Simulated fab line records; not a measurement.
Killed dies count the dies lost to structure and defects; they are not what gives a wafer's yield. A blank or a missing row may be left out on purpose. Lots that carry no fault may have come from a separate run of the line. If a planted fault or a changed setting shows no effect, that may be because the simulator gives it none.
Comparing a struck lot with a sound one :: flow sky130 :: 17 out of 708 route steps
Sound: wafers L983.2, L983.4, L983.5. The struck wafers were L971.1, L971.4, L971.5. At the end, the cause is stated.
Each step with rows lists, per side, the tool, then ch with its chambers, then its first start. Under that, the readings that differ: sound wafers :: struck wafers :: difference of the means :: sigmas: that difference in standard deviations of wafers without a fault.
alike: same words and numbers on both sides, and readings whose means sit less than 2 such deviations apart. not compared: any withheld reading, any reading some wafer has no value for, any bound like >300 that may hide the same value, and any number with overlapping values for which the record gives no deviation.
A row with sigmas, a row that says differs or no value, or rows on one side alone: a step with any of these is where the two part. When numbers do not overlap yet have no deviation, they are printed without sigmas and do not part them. A reading that every wafer of one side lacks parts them only if that side has two wafers or more.

SKY_FIELD_ISO_THK_MEAS_02:
  struck on film_metro-03, day 2 08:29; sound on film_metro-04, day 4 19:38
  alike: FIELD_ISO_OXIDATION_00_THK
then, 1 step without rows for these wafers: SKY_FIELD_ISO_CVD_03 (deposits Si3N4 from DCS/NH3, target thk 165 nm, time 2830 s).
SKY_FIELD_ISO_THK_MEAS_04:
  struck on film_metro-03, day 2 10:20; sound on film_metro-03, day 4 21:29
  alike: FIELD_ISO_CVD_03_THK
then, 8 steps without rows for these wafers: SKY_FIELD_ISO_DEHYDRATE_05 (time 60 s); SKY_FIELD_ISO_HMDS_06 (prime time 60 s); SKY_FIELD_ISO_COAT_07 (resist thk 60 nm); SKY_FIELD_ISO_COAT_08 (resist thk 450 nm); SKY_FIELD_ISO_SOFTBAKE_09 (time 90 s); SKY_FIELD_ISO_EXPOSE_10 (exposes mask FOM, target cd 150 nm); SKY_FIELD_ISO_PEB_11; SKY_FIELD_ISO_DEVELOP_12 (develop time 60 s).
SKY_FIELD_ISO_CD_MEAS_13: the cd target is 150 nm.
  struck on cd_sem-02, day 2 11:47; sound on cd_sem-01, day 5 15:32
  alike: cd_nm
SKY_FIELD_ISO_ETCH_14: etches BARC in N2/H2, stops on SiO2, time 45.9 s, target depth 60 nm.
  sound on rie_diel-01 ch 0,3, day 5 15:38; struck on rie_diel-02 ch 0,2,3, day 2 11:54
  no value came back on the struck wafers for any of 6 readings (bias_w (W), chamber_pressure_mTorr (mTorr) and others); on the sound wafers bias_w (W) reads 99.97 99.20 99.80
reading: model.KrF-thick_of_FIELD_ISO_COAT_08.thk_nm (nm)
sound: 388.9 389.4 388.4
struck: 434 433.6 435
difference: +45
sigmas: 
  not compared: rf_hours_counter_h
SKY_FIELD_ISO_ETCH_15: etches the open film in CHF3/O2, stops on Si, target depth 180 nm, time 72 s.
  sound on rie_diel-01 ch 0,3, day 5 15:41; struck on rie_diel-02 ch 0,2,3, day 2 11:56
reading: oes_product_au (a.u.)
sound: 0.939 0.942 0.943
struck: 0.374 0.380 0.381
difference: -0.563
sigmas: -71

reading: throttle_valve_pct (%)
sound: 8.853 8.841 8.845
struck: 8.684 8.676 8.670
difference: -0.170
sigmas: -19

reading: model.KrF-thick_of_FIELD_ISO_COAT_08.thk_nm (nm)
sound: 232.3 233.4 231.1
struck: 276.3 278.5 277.2
difference: +45.1
sigmas: 
  alike: O2_flow_sccm, bias_w, drypump_motor_current_A
  not compared: rf_hours_counter_h
SKY_FIELD_ISO_STRIP_16: strips in O2/N2.
  sound on plasma_asher-01 ch 0,1, day 5 15:44; struck on plasma_asher-01 ch 0,1, day 2 12:00
reading: oes_product_au (a.u.)
sound: 0.377 0.369 0.373
struck: 0.390 0.388 0.401
difference: +0.020
sigmas: +4

reading: strip_time_to_endpoint_s (s)
sound: 3.474 3.518 3.491
struck: 3.967 3.988 3.986
difference: +0.486
sigmas: +19
  alike: drypump_motor_current_A, n2_flow_sccm
  not compared: rf_hours_counter_h
SKY_FIELD_ISO_ETCH_17: etches Si in HBr/Cl2/O2, target depth 342 nm, time 97.7 s.
  sound on rie_si-02 ch 1,2, day 5 15:50; struck on rie_si-01 ch 0,1,3, day 2 12:06
reading: oes_product_au (a.u.)
sound: 1.015 1.010 1.016
struck: 0.997 0.992 1.001
difference: -0.017
sigmas: -2
  alike: HBr_flow_sccm, O2_flow_sccm, drypump_motor_current_A, throttle_valve_pct
  not compared: rf_hours_counter_h
-- a jump in the record: the struck wafers' starts before and after are 45 days apart (it breaks off in module FIELD_ISO and resumes in module PAD_OPEN, where the first step shown is number 708 of the route) --
SKY_PAD_OPEN_PROBE_99:
  struck on prober-02, day 47 03:42; sound on prober-02, day 50 04:29
reading: killed_at_front_end
sound: 7 9 14
struck: 417 430 431
difference: +416
sigmas: +92

reading: killed_dies
sound: 76 81 89
struck: 492 492 492
difference: +410
sigmas: +47

reading: killed_on_rim
sound: 11 24 14
struck: 96 96 96
difference: +80
sigmas: +23
  alike: killed_at_M0_to_M3, killed_at_M4_up, killed_at_contacts, killed_at_other, killed_open, killed_short

== WHERE THEY PART ==
At SKY_FIELD_ISO_ETCH_14 first; at SKY_PAD_OPEN_PROBE_99 last (within this record only).

WHY: what had been put in by the simulator
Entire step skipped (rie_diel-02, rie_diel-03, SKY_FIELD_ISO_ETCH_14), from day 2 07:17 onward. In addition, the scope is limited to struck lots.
